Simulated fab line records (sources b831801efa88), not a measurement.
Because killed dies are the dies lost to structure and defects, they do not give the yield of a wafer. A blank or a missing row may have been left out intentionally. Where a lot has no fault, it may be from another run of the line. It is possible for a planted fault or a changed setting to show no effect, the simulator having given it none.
Comparing a struck lot with a sound one | flow gf180mcu | 15 steps out of a route of 602
Sound: the wafers L881.3, L881.4, L881.5. The struck wafers were L887.2, L887.4, L887.5. The cause is given at the end.
Per side, at each step with rows, come the tool, then ch with its chambers, and then its first start. Under that, the readings that differ: sound wafers | struck wafers | difference of the means | sigmas: that difference in standard deviations of wafers without a fault.
alike: a reading whose means differ by less than 2 such deviations, as well as words and numbers matching on both sides. not compared: withheld readings; readings where some wafer has no value; bounds like >300 that might hide an equal value; numbers whose values overlap and for which the record gives no deviation.
A row with sigmas, a row that says differs or no value, or rows on one side alone: a step with any of these is where the two part. Non-overlapping numbers with no deviation appear without sigmas and do not part them. A reading missing from all wafers of one side parts the sides only when that side holds two or more wafers.

first, 2 steps without rows for these wafers: GF_MVSD_IMPLANT_08; GF_MVSD_IMPLANT_09.
GF_MVSD_STRIP_10: strips in O2/N2.
  sound on plasma_asher-03 ch 0,1, day 4 19:23; struck on plasma_asher-01 ch 0,1, day 6 05:21
  alike: chamber_pressure_mTorr, drypump_motor_current_A, heater_power_w, oes_product_au, strip_time_to_endpoint_s
  not compared: rf_hours_counter_h
GF_MVSD_TW_MEAS_11:
  sound on film_metro-03 at day 4 19:28; struck on film_metro-03 at day 6 05:28
  alike: MVSD_TW
then, 7 steps without rows for these wafers: GF_MVPSD_DEHYDRATE_00 (time 60 s); GF_MVPSD_HMDS_01 (prime time 60 s); GF_MVPSD_COAT_02 (resist thk 3000 nm); GF_MVPSD_SOFTBAKE_03; GF_MVPSD_EXPOSE_04 (exposes mask MVPSD, target cd 1000 nm); GF_MVPSD_PEB_05; GF_MVPSD_DEVELOP_06 (develop time 60 s).
GF_MVPSD_OVL_MEAS_07:
  sound on overlay-01 at day 5 09:23; struck on overlay-02 at day 6 20:31
  reading        | sound       | struck         | difference | sigmas
  MVPSD_OVL (nm) | 3.3 2.6 2.1 | -1.9 -0.5 -1.2 | -3.9       | -3
GF_MVPSD_IMPLANT_08:
  sound on implanter-02 ch 0, day 5 09:27; struck on implanter-03 ch 0, day 6 20:34
  reading                   | sound                | struck               | difference | sigmas
  beam_energy_keV           | 169.98 169.90 169.96 | 173.22 173.21 173.14 | +3.24      | +74
  model.implant.drp_nm (nm) | 102.4 102.4 102.4    | 102.9 102.9 102.9    | +0.5       |
then, 2 steps without rows for these wafers: GF_MVPSD_IMPLANT_09; GF_PASSIVATION_PROBE_99.

WHERE THEY PART
At GF_MVPSD_OVL_MEAS_07 first; at GF_MVPSD_IMPLANT_08 last (within this record only).

WHY: what the simulator had put in
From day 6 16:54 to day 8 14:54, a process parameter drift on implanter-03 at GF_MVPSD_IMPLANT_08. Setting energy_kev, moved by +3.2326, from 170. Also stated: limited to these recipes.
